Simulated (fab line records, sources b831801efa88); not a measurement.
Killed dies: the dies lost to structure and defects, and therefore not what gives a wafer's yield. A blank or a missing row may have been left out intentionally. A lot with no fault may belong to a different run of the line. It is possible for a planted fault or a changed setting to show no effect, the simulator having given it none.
A struck lot beside a sound one + flow sfq-line + 14 steps out of a route of 325
Sound: these wafers, L336.2, L336.5, L336.6. Struck: wafer L327.5 (left out: L327.2, L327.6 of the same lot, which were not struck); the cause appears at the end.
Each step with rows lists, per side, the tool, then ch with its chambers, then its first start. Under that, the readings that differ: sound wafers + struck wafers + difference of the means + sigmas: that difference in standard deviations of wafers without a fault.
alike: words and numbers the same on both sides, and readings whose means are apart by under 2 such deviations; not compared: readings that were withheld, readings missing a value for some wafer, numbers with overlapping values and no deviation given by the record, and bounds like >300 which may hide the same value.
A row with sigmas, a row that says differs or no value, or rows on one side alone: a step with any of these is where the two part. When numbers do not overlap yet have no deviation, they are printed without sigmas and do not part them. A reading that every wafer of one side lacks parts them only if that side has two wafers or more.

first, 6 steps without rows for these wafers: SFQ_TRILAYER_M7_LITHO_COAT_182 (resist thk 62 nm); SFQ_TRILAYER_M7_LITHO_COAT_177 (resist thk 600 nm); SFQ_TRILAYER_M7_LITHO_SOFTBAKE_181; SFQ_TRILAYER_M7_LITHO_EXPOSE_178 (exposes mask M7, target cd 500 nm); SFQ_TRILAYER_M7_LITHO_PEB_180 (peb time 60 s); SFQ_TRILAYER_M7_LITHO_DEVELOP_179 (time 60 s).
SFQ_M7_OVL_MEAS_945:
  sound on overlay-02, day 85 07:56; struck on overlay-01, day 81 08:32
  alike: M7_OVL
SFQ_TRILAYER_M7_BARC_OPEN_METAL_ETCH_229: etches BARC in O2, target depth 125 nm, time 41.7 s.
  sound on rie-metal-02 ch 0,1, day 85 07:58; struck on rie-metal-01 ch 0, day 81 08:34
| reading                      | sound          | struck | difference | sigmas |
|------------------------------|----------------|--------|------------|--------|
| he-backside-leak-sccm (sccm) | 3.22 3.15 3.27 | 3.62   | +0.41      | +2     |
  alike: drypump-motor-current-A, oes-product-au
  not compared: rf-hours-counter-h
SFQ_TRILAYER_M7_ETCH_METAL_ETCH_180: etches Nb in Cl2/Ar, stops on SiO2, target depth 240 nm, time 120 s.
  sound on rie-metal-02 ch 0,1, day 85 08:01; struck on rie-metal-01 ch 0, day 81 08:37
| reading                      | sound          | struck | difference | sigmas |
|------------------------------|----------------|--------|------------|--------|
| he-backside-leak-sccm (sccm) | 3.03 3.39 3.19 | 3.89   | +0.69      | +2     |
  alike: drypump-motor-current-A, oes-product-au
  not compared: rf-hours-counter-h
SFQ_TRILAYER_M7_STRIP_STRIP_181: strips in O2.
  sound on rie-metal-02 ch 0,1, day 85 08:08; struck on rie-metal-01 ch 0, day 81 08:44
| reading               | sound             | struck | difference | sigmas |
|-----------------------|-------------------|--------|------------|--------|
| oes-product-au (a.u.) | 1.002 1.007 0.998 | 0.989  | -0.013     | -2     |
  alike: drypump-motor-current-A, he-backside-leak-sccm
  not compared: rf-hours-counter-h
then, 1 step without rows for these wafers: SFQ_TRILAYER_M7_STRIP_SOLV_CLEAN_182 (cleans in NMP, time 600 s).
SFQ_TRILAYER_I7_DEP_PECVD_183: deposits SiO2 from SiH4/N2O, time 111.11 s, target thk 500 nm.
  sound on pecvd-03 ch 0,2, day 85 08:55; struck on pecvd-04 ch 0, day 81 09:31
  alike: heater-power-w, throttle-valve-pct
SFQ_TRILAYER_I7_CMP_CMP_184: polishes SiO2.
  sound on cmp-01 ch 0,1,2, day 85 11:59; struck on cmp-01 ch 0, day 81 11:36
| reading                | sound       | struck | difference | sigmas |
|------------------------|-------------|--------|------------|--------|
| time-to-endpoint-s (s) | 218 217 216 | 120    | -97        | -15    |
  alike: motor-current-A, slurry-flow-ml-min
SFQ_I7_BOW_MEAS_946:
  sound on film-metro-03, day 85 13:30; struck on film-metro-04, day 81 12:37
  alike: I7_BOW

== WHERE THEY PART ==
Earliest at SFQ_TRILAYER_M7_BARC_OPEN_METAL_ETCH_229; latest, in this record, at SFQ_TRILAYER_I7_CMP_CMP_184. Later steps at which nothing parts them and some readings are alike: SFQ_I7_BOW_MEAS_946.

WHY: what had been put in by the simulator
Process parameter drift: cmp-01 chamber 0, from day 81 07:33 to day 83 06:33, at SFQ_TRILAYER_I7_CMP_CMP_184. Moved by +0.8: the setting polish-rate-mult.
